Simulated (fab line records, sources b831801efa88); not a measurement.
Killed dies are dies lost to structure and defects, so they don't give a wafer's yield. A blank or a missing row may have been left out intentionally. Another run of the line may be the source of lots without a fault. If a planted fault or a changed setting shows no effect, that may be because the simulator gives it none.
Which tool is to blame? || flow sky130 || 36 wafers from 12 lots sampled at 5 of the route's 708 steps

WHAT EACH GAUGE READ, for each wafer
SKY_DNWELL_TW_MEAS_09.
{"lot": "L519", "measured": "day 3 11:47", "on": "film_metro-04", "DNWELL_TW": "1103 1100 1103"}
{"lot": "L520", "measured": "day 3 17:35", "on": "film_metro-02", "DNWELL_TW": "1107 1100 1100"}
{"lot": "L525", "measured": "day 4 17:57", "on": "film_metro-02", "DNWELL_TW": "1108 1112 1111"}
{"lot": "L526", "measured": "day 4 21:50", "on": "film_metro-02", "DNWELL_TW": "1111 1110 1106"}
{"lot": "L527", "measured": "day 5 03:11", "on": "film_metro-01", "DNWELL_TW": "1109 1108 1115"}
{"lot": "L533", "measured": "day 6 16:14", "on": "film_metro-02", "DNWELL_TW": "1108 1109 1114"}
{"lot": "L534", "measured": "day 6 21:14", "on": "film_metro-01", "DNWELL_TW": "1116 1115 1121"}
{"lot": "L536", "measured": "day 7 09:50", "on": "film_metro-01", "DNWELL_TW": "1100 1096 1102"}
{"lot": "L537", "measured": "day 7 11:35", "on": "film_metro-01", "DNWELL_TW": "1100 1100 1091"}
{"lot": "L538", "measured": "day 7 15:35", "on": "film_metro-04", "DNWELL_TW": "1108 1111 1109"}
{"lot": "L539", "measured": "day 7 21:59", "on": "film_metro-04", "DNWELL_TW": "1103 1092 1100"}
{"lot": "L540", "measured": "day 8 07:45", "on": "film_metro-04", "DNWELL_TW": "1110 1109 1100"}

SKY_LDD_P_TW_MEAS_11.
{"lot": "L519", "measured": "day 19 09:17", "on": "film_metro-02", "LDD_P_TW": "620 618 622"}
{"lot": "L520", "measured": "day 19 21:35", "on": "film_metro-02", "LDD_P_TW": "621 621 622"}
{"lot": "L525", "measured": "day 21 17:01", "on": "film_metro-04", "LDD_P_TW": "636 632 633"}
{"lot": "L526", "measured": "day 21 23:10", "on": "film_metro-04", "LDD_P_TW": "629 631 633"}
{"lot": "L527", "measured": "day 22 09:49", "on": "film_metro-04", "LDD_P_TW": "629 634 632"}
{"lot": "L533", "measured": "day 24 19:12", "on": "film_metro-04", "LDD_P_TW": "630 630 631"}
{"lot": "L534", "measured": "day 24 23:44", "on": "film_metro-02", "LDD_P_TW": "624 623 626"}
{"lot": "L536", "measured": "day 25 19:40", "on": "film_metro-02", "LDD_P_TW": "622 622 622"}
{"lot": "L537", "measured": "day 25 21:10", "on": "film_metro-01", "LDD_P_TW": "634 632 633"}
{"lot": "L538", "measured": "day 26 07:26", "on": "film_metro-02", "LDD_P_TW": "627 626 625"}
{"lot": "L539", "measured": "day 26 15:08", "on": "film_metro-01", "LDD_P_TW": "633 629 629"}
{"lot": "L540", "measured": "day 26 22:01", "on": "film_metro-04", "LDD_P_TW": "636 629 634"}

SKY_SPACER_THK_MEAS_01.
{"lot": "L519", "measured": "day 23 08:00", "on": "film_metro-01", "SPACER_CVD_00_THK (nm)": "43.8 44.3 43.7"}
{"lot": "L520", "measured": "day 23 21:02", "on": "film_metro-01", "SPACER_CVD_00_THK (nm)": "43.5 43.9 43.6"}
{"lot": "L525", "measured": "day 25 13:12", "on": "film_metro-02", "SPACER_CVD_00_THK (nm)": "43.9 43.8 43.8"}
{"lot": "L526", "measured": "day 25 19:05", "on": "film_metro-01", "SPACER_CVD_00_THK (nm)": "43.8 43.4 43.5"}
{"lot": "L527", "measured": "day 26 04:38", "on": "film_metro-01", "SPACER_CVD_00_THK (nm)": "43.3 43.3 43.4"}
{"lot": "L533", "measured": "day 28 13:33", "on": "film_metro-04", "SPACER_CVD_00_THK (nm)": "42.5 42.7 42.7"}
{"lot": "L534", "measured": "day 28 16:47", "on": "film_metro-04", "SPACER_CVD_00_THK (nm)": "42.9 42.5 42.3"}
{"lot": "L536", "measured": "day 29 12:49", "on": "film_metro-02", "SPACER_CVD_00_THK (nm)": "43.1 43.1 42.9"}
{"lot": "L537", "measured": "day 29 15:04", "on": "film_metro-01", "SPACER_CVD_00_THK (nm)": "42.6 42.7 42.9"}
{"lot": "L538", "measured": "day 30 00:07", "on": "film_metro-01", "SPACER_CVD_00_THK (nm)": "42.7 42.9 42.5"}
{"lot": "L539", "measured": "day 30 05:41", "on": "film_metro-01", "SPACER_CVD_00_THK (nm)": "41.8 41.9 41.9"}
{"lot": "L540", "measured": "day 30 13:08", "on": "film_metro-01", "SPACER_CVD_00_THK (nm)": "42.7 42.8 42.8"}

WHICH TOOL RAN EACH LOT (tool, then ch and the chambers of the sampled wafers, then the start)
{"lot": "L519", "SKY_LDD_P_COAT_02": "litho_track-02 ch 0, day 18 16:53", "SKY_LDD_P_STRIP_10": "plasma_asher-04 ch 0,1, day 19 09:11"}
{"lot": "L520", "SKY_LDD_P_COAT_02": "litho_track-02 ch 0, day 19 05:35", "SKY_LDD_P_STRIP_10": "plasma_asher-02 ch 0,1, day 19 21:29"}
{"lot": "L525", "SKY_LDD_P_COAT_02": "litho_track-02 ch 0, day 21 01:13", "SKY_LDD_P_STRIP_10": "plasma_asher-01 ch 0,1, day 21 16:55"}
{"lot": "L526", "SKY_LDD_P_COAT_02": "litho_track-02 ch 0, day 21 06:52", "SKY_LDD_P_STRIP_10": "plasma_asher-01 ch 0,1, day 21 23:04"}
{"lot": "L527", "SKY_LDD_P_COAT_02": "litho_track-03 ch 0, day 21 18:25", "SKY_LDD_P_STRIP_10": "plasma_asher-02 ch 0,1, day 22 09:44"}
{"lot": "L533", "SKY_LDD_P_COAT_02": "litho_track-03 ch 0, day 24 03:55", "SKY_LDD_P_STRIP_10": "plasma_asher-02 ch 0, day 24 19:06"}
{"lot": "L534", "SKY_LDD_P_COAT_02": "litho_track-02 ch 0, day 24 08:59", "SKY_LDD_P_STRIP_10": "plasma_asher-04 ch 0,1, day 24 23:38"}
{"lot": "L536", "SKY_LDD_P_COAT_02": "litho_track-02 ch 0, day 25 03:53", "SKY_LDD_P_STRIP_10": "plasma_asher-04 ch 0,1, day 25 19:34"}
{"lot": "L537", "SKY_LDD_P_COAT_02": "litho_track-04 ch 0, day 25 05:45", "SKY_LDD_P_STRIP_10": "plasma_asher-04 ch 0,1, day 25 21:04"}
{"lot": "L538", "SKY_LDD_P_COAT_02": "litho_track-04 ch 0, day 25 17:04", "SKY_LDD_P_STRIP_10": "plasma_asher-01 ch 0,1, day 26 07:20"}
{"lot": "L539", "SKY_LDD_P_COAT_02": "litho_track-03 ch 0, day 26 00:16", "SKY_LDD_P_STRIP_10": "plasma_asher-01 ch 0,1, day 26 15:02"}
{"lot": "L540", "SKY_LDD_P_COAT_02": "litho_track-03 ch 0, day 26 06:47", "SKY_LDD_P_STRIP_10": "plasma_asher-02 ch 0,1, day 26 21:55"}
- SKY_LDD_P_COAT_02: resist thk 1140 nm.
- SKY_LDD_P_STRIP_10: strips in O2/N2.

AS READ BY THE TOOLS THEMSELVES (means over the sampled wafers that have a number; for cases with no such wafer, the mark the record gives instead)
SKY_LDD_P_COAT_02.
{"lot": "L519", "tool": "litho_track-02", "exhaust_pa (Pa)": 45.1, "spin_speed_rpm (rpm)": 3001.3}
{"lot": "L520", "tool": "litho_track-02", "exhaust_pa (Pa)": 44.5, "spin_speed_rpm (rpm)": 2999.5}
{"lot": "L525", "tool": "litho_track-02", "exhaust_pa (Pa)": 45.8, "spin_speed_rpm (rpm)": 3269.9}
{"lot": "L526", "tool": "litho_track-02", "exhaust_pa (Pa)": 45.0, "spin_speed_rpm (rpm)": 3269.3}
{"lot": "L527", "tool": "litho_track-03", "exhaust_pa (Pa)": 47.2, "spin_speed_rpm (rpm)": 3001.8}
{"lot": "L533", "tool": "litho_track-03", "exhaust_pa (Pa)": 44.8, "spin_speed_rpm (rpm)": 2999.7}
{"lot": "L534", "tool": "litho_track-02", "exhaust_pa (Pa)": 45.1, "spin_speed_rpm (rpm)": 2999.5}
{"lot": "L536", "tool": "litho_track-02", "exhaust_pa (Pa)": 45.6, "spin_speed_rpm (rpm)": 3001.2}
{"lot": "L537", "tool": "litho_track-04", "exhaust_pa (Pa)": 43.4, "spin_speed_rpm (rpm)": 2998.8}
{"lot": "L538", "tool": "litho_track-04", "exhaust_pa (Pa)": 44.7, "spin_speed_rpm (rpm)": 2999.4}
{"lot": "L539", "tool": "litho_track-03", "exhaust_pa (Pa)": 45.6, "spin_speed_rpm (rpm)": 2998.5}
{"lot": "L540", "tool": "litho_track-03", "exhaust_pa (Pa)": 44.9, "spin_speed_rpm (rpm)": 2999.8}

SKY_LDD_P_STRIP_10.
{"lot": "L519", "tool": "plasma_asher-04", "chamber_pressure_mTorr (mTorr)": 1498.9, "drypump_motor_current_A (A)": 5.2, "oes_product_au (a.u.)": 0.717, "strip_time_to_endpoint_s (s)": 14.20}
{"lot": "L520", "tool": "plasma_asher-02", "chamber_pressure_mTorr (mTorr)": 1500.0, "drypump_motor_current_A (A)": 5.4, "oes_product_au (a.u.)": 0.717, "strip_time_to_endpoint_s (s)": 14.15}
{"lot": "L525", "tool": "plasma_asher-01", "chamber_pressure_mTorr (mTorr)": 1499.7, "drypump_motor_current_A (A)": 6.0, "oes_product_au (a.u.)": 0.710, "strip_time_to_endpoint_s (s)": 13.56}
{"lot": "L526", "tool": "plasma_asher-01", "chamber_pressure_mTorr (mTorr)": 1500.0, "drypump_motor_current_A (A)": 5.9, "oes_product_au (a.u.)": 0.720, "strip_time_to_endpoint_s (s)": 13.58}
{"lot": "L527", "tool": "plasma_asher-02", "chamber_pressure_mTorr (mTorr)": 1500.9, "drypump_motor_current_A (A)": 5.3, "oes_product_au (a.u.)": 0.716, "strip_time_to_endpoint_s (s)": 14.14}
{"lot": "L533", "tool": "plasma_asher-02", "chamber_pressure_mTorr (mTorr)": 1500.1, "drypump_motor_current_A (A)": 5.3, "oes_product_au (a.u.)": 0.713, "strip_time_to_endpoint_s (s)": 14.24}
{"lot": "L534", "tool": "plasma_asher-04", "chamber_pressure_mTorr (mTorr)": 1500.8, "drypump_motor_current_A (A)": 5.1, "oes_product_au (a.u.)": 0.716, "strip_time_to_endpoint_s (s)": 14.20}
{"lot": "L536", "tool": "plasma_asher-04", "chamber_pressure_mTorr (mTorr)": 1499.4, "drypump_motor_current_A (A)": 5.1, "oes_product_au (a.u.)": 0.714, "strip_time_to_endpoint_s (s)": 14.18}
{"lot": "L537", "tool": "plasma_asher-04", "chamber_pressure_mTorr (mTorr)": 1499.9, "drypump_motor_current_A (A)": 5.3, "oes_product_au (a.u.)": 0.716, "strip_time_to_endpoint_s (s)": 14.21}
{"lot": "L538", "tool": "plasma_asher-01", "chamber_pressure_mTorr (mTorr)": 1499.6, "drypump_motor_current_A (A)": 5.9, "oes_product_au (a.u.)": 0.718, "strip_time_to_endpoint_s (s)": 14.13}
{"lot": "L539", "tool": "plasma_asher-01", "chamber_pressure_mTorr (mTorr)": 1499.8, "drypump_motor_current_A (A)": 5.9, "oes_product_au (a.u.)": 0.711, "strip_time_to_endpoint_s (s)": 14.20}
{"lot": "L540", "tool": "plasma_asher-02", "chamber_pressure_mTorr (mTorr)": 1499.4, "drypump_motor_current_A (A)": 5.4, "oes_product_au (a.u.)": 0.711, "strip_time_to_endpoint_s (s)": 14.25}

THE ANSWER, worked out from the rows above alone
Rule: the usual values come from the lots themselves. The widest of any qualifying gaps counts: lots, ordered by their means at a reading, are off when they make up no more than a third of the lots, leave a main group of 4 or more, and stand apart from it by 3 or more times the standard deviation of that group's means. The tables above print the reading to a certain number of digits; a main group whose means all agree to those digits is not used. A lot without any number at a reading at which 4 lots or more have one is off too. All remaining lots with rows at the step are treated as sound. First the gauges in route order, then the tools' own readings, where a lot's mean is used as printed above. At the first step where some lot is off, the reading lying furthest off is the one used; lots without a number count as furthest.
Off at SKY_LDD_P_COAT_02 (spin_speed_rpm): L525, L526. The main group: mean 2999.9 rpm, standard deviation 1.1.
A tool fits if, at that step or a process step before it, it ran every lot that is off, and no sound lot after the first of them. No candidate that was tried fits.

WHAT THE SIMULATOR HAD PUT IN
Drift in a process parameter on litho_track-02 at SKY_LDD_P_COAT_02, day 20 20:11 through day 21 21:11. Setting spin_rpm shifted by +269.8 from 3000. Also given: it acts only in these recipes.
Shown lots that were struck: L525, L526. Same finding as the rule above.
